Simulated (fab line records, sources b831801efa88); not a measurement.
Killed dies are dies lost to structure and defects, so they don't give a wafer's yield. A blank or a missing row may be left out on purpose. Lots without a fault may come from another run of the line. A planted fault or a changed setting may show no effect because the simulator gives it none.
Which tool did it? | flow gf180mcu | 14 lots, 41 wafers sampled, at 1 step of a route of 602

WHAT THE GAUGES READ, wafer by wafer
GF_PSD_RS_MEAS_15: measures by four-point-probe. Usual: PSD_RS 108.53 ohm/sq, standard deviation 0.27.
lot  | measured     | on            | PSD_RS (ohm/sq)      | flag
L295 | day 14 12:19 | film_metro-03 | 108.88 108.65 108.95 |
L297 | day 15 08:20 | film_metro-03 | 108.74 108.63 108.60 |
L298 | day 15 16:44 | film_metro-04 | 108.53 108.58 108.54 |
L299 | day 16 01:03 | film_metro-04 | 108.92 108.84 108.75 |
L301 | day 16 20:45 | film_metro-01 | 108.38 108.74 108.26 |
L303 | day 17 10:54 | film_metro-03 | 108.46 108.42        |
L307 | day 18 19:38 | film_metro-03 | 108.30 108.73 108.42 |
L309 | day 19 13:55 | film_metro-04 | 108.24 108.12 108.26 |
L310 | day 19 19:04 | film_metro-04 | 108.55 108.52 108.47 |
L311 | day 20 05:22 | film_metro-01 | 108.53 108.35 108.48 |
L313 | day 20 23:05 | film_metro-04 | 108.62 108.58 108.77 |
L314 | day 21 09:26 | film_metro-03 | 108.79 108.76 108.90 |
L315 | day 21 17:17 | film_metro-04 | 108.08 107.90 108.28 |
L316 | day 21 21:17 | film_metro-01 | 108.43 108.42 108.44 |

WHICH TOOL RAN EACH LOT (tool, then ch and the chambers of the sampled wafers, then the start)
The record holds no process step before these readings.

WHAT THE TOOLS THEMSELVES READ (means of the sampled wafers that have a number; where no wafer has one, the mark that the record gives instead)
The record holds no such reading with a usual standard deviation.

THE ANSWER, worked out from the rows above alone
Rule: a lot is off if the mean of its wafers that have a number lies more than 3 standard deviations from the usual mean. A lot without any number at a reading at which 4 lots or more have one is off too. The other lots that the step has rows for count as sound. The gauges are gone through in route order, then the tools' own readings, and for those a lot's mean is taken as printed above. The first step at which some lot is off is used, and at that step the reading that is off furthest; a lot without a number counts as furthest.
No lot is off at any reading shown: from this, nothing can be told.

WHAT THE SIMULATOR HAD PUT IN
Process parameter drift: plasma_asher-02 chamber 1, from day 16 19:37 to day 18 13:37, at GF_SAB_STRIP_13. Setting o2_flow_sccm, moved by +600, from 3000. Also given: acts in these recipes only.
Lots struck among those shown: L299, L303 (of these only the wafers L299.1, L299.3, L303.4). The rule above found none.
